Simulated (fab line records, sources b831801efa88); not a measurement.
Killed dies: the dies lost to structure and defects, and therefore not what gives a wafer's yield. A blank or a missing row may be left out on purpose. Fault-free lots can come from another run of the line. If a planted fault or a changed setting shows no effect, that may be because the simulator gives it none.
Which tool did it? / flow gf180mcu / Sampling: 12 lots, 36 wafers, 6 of 602 route steps

## WHAT EACH GAUGE READ, for each wafer
GF_STI_BOW_MEAS_00.
lot=L617; measured=day 1 10:02; on=film metro-02; INCOMING_BOW (um)=3 -3 4
lot=L618; measured=day 1 15:00; on=film metro-01; INCOMING_BOW (um)=2 4 7
lot=L619; measured=day 1 20:01; on=film metro-02; INCOMING_BOW (um)=1 4 12
lot=L621; measured=day 2 06:00; on=film metro-03; INCOMING_BOW (um)=-2 -3 0
lot=L624; measured=day 2 21:01; on=film metro-01; INCOMING_BOW (um)=-5 -1 0
lot=L626; measured=day 3 07:00; on=film metro-03; INCOMING_BOW (um)=3 1 -1
lot=L628; measured=day 3 17:00; on=film metro-03; INCOMING_BOW (um)=0 9 3
lot=L630; measured=day 4 03:01; on=film metro-01; INCOMING_BOW (um)=-1 2 4
lot=L634; measured=day 4 23:00; on=film metro-03; INCOMING_BOW (um)=3 -5 0
lot=L636; measured=day 5 09:01; on=film metro-03; INCOMING_BOW (um)=9 9 2
lot=L637; measured=day 5 14:00; on=film metro-02; INCOMING_BOW (um)=3 -7 -8
lot=L638; measured=day 5 19:00; on=film metro-02; INCOMING_BOW (um)=8 -1 6

GF_STI_THK_MEAS_02.
lot=L617; measured=day 1 17:37; on=film metro-02; STI_OXIDATION_THK (nm)=10.37 10.23 10.36
lot=L618; measured=day 1 17:36; on=film metro-03; STI_OXIDATION_THK (nm)=10.29 10.16 9.99
lot=L619; measured=day 2 01:43; on=film metro-03; STI_OXIDATION_THK (nm)=10.25 10.10 10.23
lot=L621; measured=day 2 09:10; on=film metro-03; STI_OXIDATION_THK (nm)=9.95 9.95 9.96
lot=L624; measured=day 2 23:13; on=film metro-02; STI_OXIDATION_THK (nm)=10.35 10.31 10.38
lot=L626; measured=day 3 09:08; on=film metro-03; STI_OXIDATION_THK (nm)=10.06 10.15 10.11
lot=L628; measured=day 3 19:40; on=film metro-01; STI_OXIDATION_THK (nm)=10.13 10.05 10.13
lot=L630; measured=day 4 09:29; on=film metro-02; STI_OXIDATION_THK (nm)=9.88 9.86 9.85
lot=L634; measured=day 5 00:56; on=film metro-02; STI_OXIDATION_THK (nm)=9.97 9.85 9.78
lot=L636; measured=day 5 10:44; on=film metro-02; STI_OXIDATION_THK (nm)=10.13 9.78 10.00
lot=L637; measured=day 5 15:31; on=film metro-03; STI_OXIDATION_THK (nm)=10.38 10.25 10.34
lot=L638; measured=day 5 21:26; on=film metro-02; STI_OXIDATION_THK (nm)=9.67 9.91 9.92

GF_NWELL_TW_MEAS_11.
lot=L617; measured=day 3 16:41; on=film metro-02; NWELL_TW=1577 1577 1571
lot=L618; measured=day 3 16:45; on=film metro-02; NWELL_TW=1587 1578 1575
lot=L619; measured=day 4 00:31; on=film metro-02; NWELL_TW=1591 1594 1583
lot=L621; measured=day 4 08:39; on=film metro-01; NWELL_TW=1531 1528 1536
lot=L624; measured=day 4 21:34; on=film metro-01; NWELL_TW=1530 1524 1527
lot=L626; measured=day 5 16:18; on=film metro-01; NWELL_TW=1527 1526 1529
lot=L628; measured=day 5 21:34; on=film metro-01; NWELL_TW=1355 1356 1354 1350 1354 1352
lot=L630; measured=day 6 11:13; on=film metro-04; NWELL_TW=1418 1414 1412 1427 1422 1416
lot=L634; measured=day 7 04:36; on=film metro-01; NWELL_TW=1529 1537 1527
lot=L636; measured=day 7 15:40; on=film metro-04; NWELL_TW=1604 1611 1615
lot=L637; measured=day 7 21:16; on=film metro-04; NWELL_TW=1602 1612 1603
lot=L638; measured=day 8 02:09; on=film metro-04; NWELL_TW=1605 1607 1608

GF_VT_IMPLANT_RS_MEAS_47: measurement is done with a four-point probe.
lot=L617; measured=day 8 00:46; on=film metro-04; NWELL_RS (ohm/sq)=487.8 487.1 486.8
lot=L618; measured=day 8 01:18; on=film metro-01; NWELL_RS (ohm/sq)=489.3 489.3 488.6
lot=L619; measured=day 8 09:21; on=film metro-04; NWELL_RS (ohm/sq)=485.8 484.8 485.3
lot=L621; measured=day 8 19:39; on=film metro-01; NWELL_RS (ohm/sq)=487.8 486.9 488.8
lot=L624; measured=day 9 11:33; on=film metro-04; NWELL_RS (ohm/sq)=486.2 487.1 487.5
lot=L626; measured=day 10 10:02; on=film metro-04; NWELL_RS (ohm/sq)=487.4 488.1 487.4
lot=L628; measured=day 10 17:11; on=film metro-02; NWELL_RS (ohm/sq)=618.6 616.5 618.3 616.6 616.3 618.1
lot=L630; measured=day 11 10:08; on=film metro-02; NWELL_RS (ohm/sq)=616.4 617.2 616.5 616.8 615.9 617.5
lot=L634; measured=day 12 06:03; on=film metro-01; NWELL_RS (ohm/sq)=488.0 489.4 489.3
lot=L636; measured=day 12 23:28; on=film metro-01; NWELL_RS (ohm/sq)=490.4 489.8 490.2
lot=L637; measured=day 13 05:18; on=film metro-02; NWELL_RS (ohm/sq)=488.2 487.8 489.0
lot=L638; measured=day 13 12:27; on=film metro-04; NWELL_RS (ohm/sq)=486.1 486.6 485.8

## WHICH TOOL RAN EACH LOT (tool, then ch and the chambers of the sampled wafers, then the start)
lot=L617; GF_NWELL_IMPLANT_08=implanter-01 ch 0, day 3 16:19; GF_VT_IMPLANT_STRIP_09=plasma asher-02 ch 0,1, day 6 01:29
lot=L618; GF_NWELL_IMPLANT_08=implanter-02 ch 0, day 3 16:21; GF_VT_IMPLANT_STRIP_09=plasma asher-03 ch 0,1, day 6 01:46
lot=L619; GF_NWELL_IMPLANT_08=implanter-02 ch 0, day 4 00:08; GF_VT_IMPLANT_STRIP_09=plasma asher-02 ch 0,1, day 6 09:03
lot=L621; GF_NWELL_IMPLANT_08=implanter-02 ch 0, day 4 08:15; GF_VT_IMPLANT_STRIP_09=plasma asher-03 ch 0,1, day 6 19:07
lot=L624; GF_NWELL_IMPLANT_08=implanter-02 ch 0, day 4 21:11; GF_VT_IMPLANT_STRIP_09=plasma asher-03 ch 0,1, day 7 09:37
lot=L626; GF_NWELL_IMPLANT_08=implanter-01 ch 0, day 5 15:54; GF_VT_IMPLANT_STRIP_09=plasma asher-01 ch 0,1, day 8 05:28
lot=L628; GF_NWELL_IMPLANT_08=implanter-02 ch 0, day 5 21:10; GF_VT_IMPLANT_STRIP_09=plasma asher-01 ch 1, day 8 12:15
lot=L630; GF_NWELL_IMPLANT_08=implanter-02 ch 0, day 6 10:49; GF_VT_IMPLANT_STRIP_09=plasma asher-03 ch 0,1, day 9 03:46
lot=L634; GF_NWELL_IMPLANT_08=implanter-01 ch 0, day 7 04:12; GF_VT_IMPLANT_STRIP_09=plasma asher-03 ch 0,1, day 9 23:04
lot=L636; GF_NWELL_IMPLANT_08=implanter-04 ch 0, day 7 15:17; GF_VT_IMPLANT_STRIP_09=plasma asher-02 ch 0,1, day 10 12:19
lot=L637; GF_NWELL_IMPLANT_08=implanter-01 ch 0, day 7 20:52; GF_VT_IMPLANT_STRIP_09=plasma asher-01 ch 0,1, day 10 18:34
lot=L638; GF_NWELL_IMPLANT_08=implanter-01 ch 0, day 8 01:45; GF_VT_IMPLANT_STRIP_09=plasma asher-03 ch 0,1, day 11 01:45
- GF_NWELL_IMPLANT_08
- GF_VT_IMPLANT_STRIP_09: strips in O2/N2.

## WHAT THE TOOLS THEMSELVES READ (means of the sampled wafers that have a number; where no wafer has one, the mark that the record gives instead)
GF_NWELL_IMPLANT_08.
lot=L617; tool=implanter-01; beam on s (s)=9.95; dose ions cm2=1.5005e+13; faraday current uA=85.1
lot=L618; tool=implanter-02; beam on s (s)=9.89; dose ions cm2=1.5003e+13; faraday current uA=85.6
lot=L619; tool=implanter-02; beam on s (s)=10.01; dose ions cm2=1.5009e+13; faraday current uA=84.1
lot=L621; tool=implanter-02; beam on s (s)=10.05; dose ions cm2=1.5006e+13; faraday current uA=84.2
lot=L624; tool=implanter-02; beam on s (s)=9.94; dose ions cm2=1.5002e+13; faraday current uA=85.0
lot=L626; tool=implanter-01; beam on s (s)=10.02; dose ions cm2=1.4999e+13; faraday current uA=84.5
lot=L628; tool=implanter-02; beam on s (s)=10.01; dose ions cm2=9.5430e+12; faraday current uA=53.7
lot=L630; tool=implanter-02; beam on s (s)=10.04; dose ions cm2=9.5477e+12; faraday current uA=53.7
lot=L634; tool=implanter-01; beam on s (s)=9.99; dose ions cm2=1.5014e+13; faraday current uA=84.8
lot=L636; tool=implanter-04; beam on s (s)=9.92; dose ions cm2=1.5010e+13; faraday current uA=85.5
lot=L637; tool=implanter-01; beam on s (s)=9.96; dose ions cm2=1.5005e+13; faraday current uA=84.8
lot=L638; tool=implanter-01; beam on s (s)=10.19; dose ions cm2=1.5016e+13; faraday current uA=83.0

GF_VT_IMPLANT_STRIP_09.
lot=L617; tool=plasma asher-02; drypump motor current A (A)=5.0; heater power w (W)=355; oes product au (a.u.)=0.717; strip time to endpoint s (s)=12.63
lot=L618; tool=plasma asher-03; drypump motor current A (A)=5.7; heater power w (W)=317; oes product au (a.u.)=0.717; strip time to endpoint s (s)=12.63
lot=L619; tool=plasma asher-02; drypump motor current A (A)=4.9; heater power w (W)=348; oes product au (a.u.)=0.713; strip time to endpoint s (s)=12.65
lot=L621; tool=plasma asher-03; drypump motor current A (A)=5.7; heater power w (W)=321; oes product au (a.u.)=0.719; strip time to endpoint s (s)=12.66
lot=L624; tool=plasma asher-03; drypump motor current A (A)=6.0; heater power w (W)=315; oes product au (a.u.)=0.715; strip time to endpoint s (s)=12.59
lot=L626; tool=plasma asher-01; drypump motor current A (A)=5.4; heater power w (W)=372; oes product au (a.u.)=0.715; strip time to endpoint s (s)=12.64
lot=L628; tool=plasma asher-01; drypump motor current A (A)=5.1; heater power w (W)=386; oes product au (a.u.)=0.717; strip time to endpoint s (s)=12.64
lot=L630; tool=plasma asher-03; drypump motor current A (A)=5.7; heater power w (W)=323; oes product au (a.u.)=0.718; strip time to endpoint s (s)=12.66
lot=L634; tool=plasma asher-03; drypump motor current A (A)=6.0; heater power w (W)=317; oes product au (a.u.)=0.718; strip time to endpoint s (s)=12.67
lot=L636; tool=plasma asher-02; drypump motor current A (A)=4.8; heater power w (W)=353; oes product au (a.u.)=0.717; strip time to endpoint s (s)=12.64
lot=L637; tool=plasma asher-01; drypump motor current A (A)=5.4; heater power w (W)=369; oes product au (a.u.)=0.719; strip time to endpoint s (s)=12.63
lot=L638; tool=plasma asher-03; drypump motor current A (A)=6.0; heater power w (W)=316; oes product au (a.u.)=0.710; strip time to endpoint s (s)=12.61

## THE ANSWER, worked out from the rows above alone
Rule: the lots themselves supply what counts as usual. The widest of any qualifying gaps counts: lots, ordered by their means at a reading, are off when they make up no more than a third of the lots, leave a main group of 4 or more, and stand apart from it by 3 or more times the standard deviation of that group's means. The tables above print the reading to a certain number of digits; a main group whose means all agree to those digits is not used. A lot without any number at a reading at which 4 lots or more have one is off too. The other lots that the step has rows for count as sound. After the gauges, taken in route order, come the tools' own readings; for these a lot's mean is taken, as printed above. At the first step where some lot is off, the reading lying furthest off is the one used; lots without a number count as furthest.
Off: L628, L630, seen at GF_NWELL_TW_MEAS_11 (NWELL_TW). Mean 1568 and standard deviation 34 in the main group.
A tool fits if, at a process step before that reading, it ran every lot that is off, and no sound lot after the first of them. Not tried: the gauges at GF_NWELL_TW_MEAS_11; whatever is off there is also off at GF_VT_IMPLANT_RS_MEAS_47, on other tools, and gauge error can't account for it. One fits: implanter-02 at GF_NWELL_IMPLANT_08. A fault onset in the window from L624 (day 4 21:11, its last sound lot) to L628 (day 5 21:10, its first lot off) fits.
The tool's own readings at GF_NWELL_IMPLANT_08 bear it out: on the lots that are off they differ by more than 5 times the standard deviation of the sound lots' means. dose ions cm2 reads 9.5454e+12 there against 1.5007e+13 on the sound lots; faraday current uA reads 53.7 there against 84.7 on the sound lots.

## WHAT THE SIMULATOR PUT IN
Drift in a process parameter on implanter-02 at GF_NWELL_IMPLANT_08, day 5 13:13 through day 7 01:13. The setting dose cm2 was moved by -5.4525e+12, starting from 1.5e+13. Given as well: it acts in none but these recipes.
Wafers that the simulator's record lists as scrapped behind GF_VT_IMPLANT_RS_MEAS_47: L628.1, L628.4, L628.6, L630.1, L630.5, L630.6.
Shown lots that were struck: L628, L630. The rule above reached the same finding.
